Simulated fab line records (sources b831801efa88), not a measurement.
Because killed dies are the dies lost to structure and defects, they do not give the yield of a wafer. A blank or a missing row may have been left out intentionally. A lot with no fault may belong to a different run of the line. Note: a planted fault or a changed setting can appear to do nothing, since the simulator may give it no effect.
fab line records -- flow sky130 -- part 2 of 2: steps 28 to 36 of 36
record lots=5, wafers=15, last_day=52
route steps=708 shown METAL3@561 VIA3@573
lots that met no fault: taken from a fault-free run of the same line
start_h: start of the lot's first displayed wafer, in hours after the record's first day -- wait_h: hours since the lot's step before -- " unchanged from the row above -- L1.1+2: a row that stands for several wafers -- - either no value or no given start -- * or withheld: withheld -- < > ~ a bound
route shown NAME@n: a module of which the file shows steps, and the number in the route of the first -- usual: mean/standard deviation of fault-free wafers -- same: alike in all rows -- chamber/n: place in a boat -- sites: readings site by site -- _std_site: standard deviation of those values -- _edge_site: outer sites' mean less inner sites' -- radius_mm: how far each site lies from the wafer's centre -- mask NAME#n: copy n -- behind: the last tool/chamber to shape the wafer -- hold: why the lot was held/for how many hours/how that ended -- device: the n, p or np transistor that did not switch -- end of line: tests of these same wafers at the route's end -- a step without rows: its recipe alone -- killed: not the wafer's yield, but the dies lost to structure and defects at the first sort -- map: shows each die of a wafer: x if killed, . if not, _ if none is there
set.NAME: the run value of the setting; set.NAME@STEP: its run value at that earlier step -- model.NAME: the simulator's own value behind a step, which no gauge read
certain route steps with their lots: each step a table, each wafer a row
services: the hour from which a tool's chamber was out of use, counted from the record's first day as start_h (under 0 if before that day), plus the number of hours and why
## steps
# step SKY_VIA3_ETCH_15
# recipe target=SiO2, chemistry=C4F8/O2/Ar, target_depth_nm=507, stop_on=TiN, mask_material=KrF-thick, source_w=1500, bias_w=1200, pressure_mtorr=40, c4f8_flow_sccm=withheld, O2_flow_sccm=6, Ar_flow_sccm=300, time_s=78
# usual oes_product_au=0.945/0.0053
lot.wafer,tool,chamber,start_h,wait_h,oes_product_au,rf_hours_counter_h
L078.1,rie_diel-02,1,897.33,0.0,0.945,10
L078.3,rie_diel-02,0,897.33,0.0,0.954,11
L078.6,rie_diel-02,3,897.33,0.0,0.940,-
L082.1,rie_diel-03,2,931.15,0.0,0.938,17
L082.5,rie_diel-03,2,931.15,0.0,0.944,-
L082.6,rie_diel-03,3,931.15,0.0,0.947,-
L084.2,rie_diel-01,0,931.50,0.0,0.944,1
L084.4,rie_diel-01,1,931.50,0.0,0.946,20
L084.5,rie_diel-01,3,931.50,0.0,0.942,-
L090.2,rie_diel-03,1,979.05,0.0,0.936,13
L090.3,rie_diel-03,0,979.05,0.0,0.946,2
L090.4,rie_diel-03,2,979.05,0.0,0.942,18
L092.1,rie_diel-02,1,1133.71,0.0,0.945,17
L092.3,rie_diel-02,3,1133.71,0.0,0.949,20
L092.5,rie_diel-02,1,1133.71,0.0,0.946,-
# step SKY_VIA3_STRIP_16
# recipe chemistry=O2/N2, power_w=1400, pressure_mtorr=1500, platen_temp_c=withheld, o2_flow_sccm=3000, n2_flow_sccm=300, overash_fraction=0.5
# usual drypump_motor_current_A=5.8/0.34, oes_product_au=0.402/0.0044, strip_time_to_endpoint_s=4.147/0.029
lot.wafer,tool,chamber,start_h,wait_h,drypump_motor_current_A,oes_product_au,rf_hours_counter_h,strip_time_to_endpoint_s
L078.1,plasma_asher-01,0,897.39,0.0,5.3,0.404,71,4.134
L078.3,plasma_asher-01,1,897.39,0.0,6.0,0.399,-,4.154
L078.6,plasma_asher-01,0,897.39,0.0,5.2,0.400,-,4.141
L082.1,plasma_asher-04,1,931.21,0.0,5.9,0.404,18,4.185
L082.5,plasma_asher-04,0,931.21,0.0,5.5,0.401,-,4.170
L082.6,plasma_asher-04,1,931.21,0.0,5.8,0.399,-,4.160
L084.2,plasma_asher-01,0,931.56,0.0,5.2,0.405,75,4.173
L084.4,plasma_asher-01,1,931.56,0.0,6.1,0.405,-,4.128
L084.5,plasma_asher-01,1,931.56,0.0,6.0,0.409,-,4.103
L090.2,plasma_asher-01,1,979.11,0.0,6.1,0.400,80,4.159
L090.3,plasma_asher-01,1,979.11,0.0,6.1,0.400,-,4.164
L090.4,plasma_asher-01,0,979.11,0.0,5.3,0.404,-,4.146
L092.1,plasma_asher-04,1,1133.77,0.0,5.9,0.405,40,4.155
L092.3,plasma_asher-04,1,1133.77,0.0,5.8,0.404,-,4.164
L092.5,plasma_asher-04,0,1133.77,0.0,5.6,0.404,-,4.179
# step SKY_VIA3_STRIP_17
# recipe chemistry=post_etch_residue_remover, time_s=1200, temp_c=72.5
# usual temp_c=72.51/0.12
lot.wafer,tool,chamber,start_h,wait_h,temp_c
L078.1,wet_bench-04,3,897.49,0.1,72.49
L078.3,wet_bench-04,3,897.49,0.1,72.50
L078.6,wet_bench-04,3,897.49,0.1,72.45
L082.1,wet_bench-01,2,931.31,0.1,72.32
L082.5,wet_bench-01,2,931.31,0.1,72.36
L082.6,wet_bench-01,2,931.31,0.1,72.19
L084.2,wet_bench-02,0,931.66,0.1,72.50
L084.4,wet_bench-02,0,931.66,0.1,72.58
L084.5,wet_bench-02,0,931.66,0.1,72.40
L090.2,wet_bench-02,1,979.21,0.1,72.56
L090.3,wet_bench-02,1,979.21,0.1,72.60
L090.4,wet_bench-02,1,979.21,0.1,72.47
L092.1,wet_bench-04,2,1133.87,0.1,72.47
L092.3,wet_bench-04,2,1133.87,0.1,72.46
L092.5,wet_bench-04,2,1133.87,0.1,72.49
# step SKY_VIA3_CLEAN_18
# recipe chemistry=IPA, time_s=180, temp_c=25
# usual temp_c=25.01/0.1
lot.wafer,tool,chamber,start_h,wait_h,temp_c
L078.1,wet_bench-02,2,897.84,0.0,24.91
L078.3,wet_bench-02,2,897.84,0.0,24.92
L078.6,wet_bench-02,2,897.84,0.0,24.93
L082.1,wet_bench-04,0,931.69,0.0,25.11
L082.5,wet_bench-04,0,931.69,0.0,25.04
L082.6,wet_bench-04,0,931.69,0.0,25.03
L084.2,wet_bench-04,0,932.04,0.0,24.90
L084.4,wet_bench-04,0,932.04,0.0,24.92
L084.5,wet_bench-04,0,932.04,0.0,24.98
L090.2,wet_bench-04,2,979.56,0.0,24.81
L090.3,wet_bench-04,2,979.56,0.0,25.04
L090.4,wet_bench-04,2,979.56,0.0,25.09
L092.1,wet_bench-04,3,1134.21,0.0,24.90
L092.3,wet_bench-04,3,1134.21,0.0,24.98
L092.5,wet_bench-04,3,1134.21,0.0,24.85
# step SKY_VIA3_CLEAN_19
# recipe chemistry=O3/DIW, dry=n2_spin
lot.wafer,tool,chamber,start_h,wait_h
L078.1+3+6,wet_bench-04,3,897.89,0.0
L082.1+5+6,wet_bench-01,2,931.75,0.0
L084.2+4+5,wet_bench-01,1,932.10,0.0
L090.2+3+4,wet_bench-01,3,979.61,0.0
L092.1+3+5,wet_bench-04,1,1134.27,0.0
# step SKY_VIA3_SPUTTER_20
# recipe material=TiN, target_thk_nm=20, chamber_pressure_pa=5, power_w=4000, time_s=80
# usual throttle_valve_pct=29.2/0.94
lot.wafer,tool,chamber,start_h,wait_h,throttle_valve_pct
L078.1,pvd_sputter-04,-,897.99,0.0,32.3
L078.3,pvd_sputter-04,-,897.99,0.0,28.9
L078.6,pvd_sputter-04,-,897.99,0.0,28.3
L082.1,pvd_sputter-02,-,931.85,0.0,29.2
L082.5,pvd_sputter-02,-,931.85,0.0,29.8
L082.6,pvd_sputter-02,-,931.85,0.0,29.9
L084.2,pvd_sputter-04,-,932.20,0.0,28.3
L084.4,pvd_sputter-04,-,932.20,0.0,29.0
L084.5,pvd_sputter-04,-,932.20,0.0,28.4
L090.2,pvd_sputter-02,-,979.71,0.0,29.9
L090.3,pvd_sputter-02,-,979.71,0.0,29.7
L090.4,pvd_sputter-02,-,979.71,0.0,29.8
L092.1,pvd_sputter-04,-,1134.36,0.0,28.9
L092.3,pvd_sputter-04,-,1134.36,0.0,27.6
L092.5,pvd_sputter-04,-,1134.36,0.0,32.1
# step SKY_VIA3_CVD_21
# recipe material=W, target_thk_nm=390, time_s=117.31, temp_c=400, pressure_torr=40
# usual chamber_pressure_Torr=40.01/0.089, heater_power_w=827/57
lot.wafer,tool,chamber,start_h,wait_h,chamber_pressure_Torr,heater_power_w
L078.1,cvd_w-02,1,898.05,0.0,39.89,897
L078.3,cvd_w-02,1,898.05,0.0,40.09,885
L078.6,cvd_w-02,0,898.05,0.0,40.06,785
L082.1,cvd_w-02,0,931.91,0.0,39.97,796
L082.5,cvd_w-02,0,931.91,0.0,39.97,820
L082.6,cvd_w-02,1,931.91,0.0,39.96,893
L084.2,cvd_w-02,0,932.26,0.0,39.97,822
L084.4,cvd_w-02,1,932.26,0.0,39.94,895
L084.5,cvd_w-02,0,932.26,0.0,40.09,805
L090.2,cvd_w-02,0,979.77,0.0,40.03,810
L090.3,cvd_w-02,0,979.77,0.0,40.00,805
L090.4,cvd_w-02,1,979.77,0.0,40.06,888
L092.1,cvd_w-01,1,1134.43,0.0,40.21,878
L092.3,cvd_w-01,0,1134.43,0.0,40.04,729
L092.5,cvd_w-01,1,1134.43,0.0,40.10,855
# step SKY_VIA3_RS_MEAS_22
# recipe thk_meas_gauge=four-point-probe, reads=W_of_VIA3_CVD_21+TiN_of_VIA3_SPUTTER_20
# usual VIA3_W_RS=0.295/0.0042
lot.wafer,tool,chamber,start_h,wait_h,VIA3_W_RS[ohm/sq]
L078.1,film_metro-02,-,898.17,0.1,0.293
L078.3,film_metro-02,-,898.17,0.1,0.296
L078.6,film_metro-02,-,898.17,0.1,0.298
L082.1,film_metro-02,-,932.03,0.1,0.296
L082.5,film_metro-02,-,932.03,0.1,0.298
L082.6,film_metro-02,-,932.03,0.1,0.297
L084.2,film_metro-02,-,932.40,0.1,0.299
L084.4,film_metro-02,-,932.40,0.1,0.302
L084.5,film_metro-02,-,932.40,0.1,0.298
L090.2,film_metro-04,-,979.91,0.1,0.293
L090.3,film_metro-04,-,979.91,0.1,0.295
L090.4,film_metro-04,-,979.91,0.1,0.290
L092.1,film_metro-01,-,1134.55,0.1,0.292
L092.3,film_metro-01,-,1134.55,0.1,0.287
L092.5,film_metro-01,-,1134.55,0.1,0.293
# step SKY_VIA3_THK_MEAS_23
# recipe thk_meas_gauge=xrf, reads=W_of_VIA3_CVD_21
# usual VIA3_W_THK=378/6
lot.wafer,tool,chamber,start_h,wait_h,VIA3_W_THK[nm]
L078.1,film_metro-02,-,898.29,0.1,377
L078.3,film_metro-02,-,898.29,0.1,372
L078.6,film_metro-02,-,898.29,0.1,371
L082.1,film_metro-02,-,932.15,0.1,373
L082.5,film_metro-02,-,932.15,0.1,374
L082.6,film_metro-02,-,932.15,0.1,375
L084.2,film_metro-02,-,932.51,0.1,372
L084.4,film_metro-02,-,932.51,0.1,368
L084.5,film_metro-02,-,932.51,0.1,372
L090.2,film_metro-04,-,980.02,0.1,377
L090.3,film_metro-04,-,980.02,0.1,374
L090.4,film_metro-04,-,980.02,0.1,382
L092.1,film_metro-01,-,1134.67,0.1,386
L092.3,film_metro-01,-,1134.67,0.1,395
L092.5,film_metro-01,-,1134.67,0.1,384
## services
tool,chamber,start_h,hours,kind
krf_scanner-01,-,852.81,1.0,pm
wet_bench-01,-,860.54,1.7,repair
wet_bench-01,-,862.65,1.0,repair
hdpcvd-01,-,867.84,1.3,repair
rie_metal-02,-,870.42,2.8,pm
rie_diel-03,3,881.48,1.4,repair
wet_bench-03,-,890.24,1.5,repair
rie_metal-01,0,892.38,5.6,repair
rie_metal-01,-,903.89,0.6,repair
rie_metal-01,0,905.20,11.6,repair
cmp-01,-,912.12,4.0,pm
rie_metal-04,0,920.32,3.0,repair
rie_metal-01,1,923.25,1.1,repair
rie_diel-02,-,928.32,0.6,repair
cvd_w-02,-,930.68,0.8,repair
krf_scanner-01,-,948.10,0.8,pm
rie_metal-01,-,967.78,1.3,repair
rie_metal-01,-,977.32,2.8,pm
rie_diel-02,1,985.74,22.1,repair
wet_bench-02,-,1016.97,4.4,pm
wet_bench-04,-,1064.35,1.9,pm
wet_bench-02,-,1075.53,1.8,repair
wet_bench-04,-,1106.23,6.6,repair
rie_diel-02,-,1123.49,2.8,repair
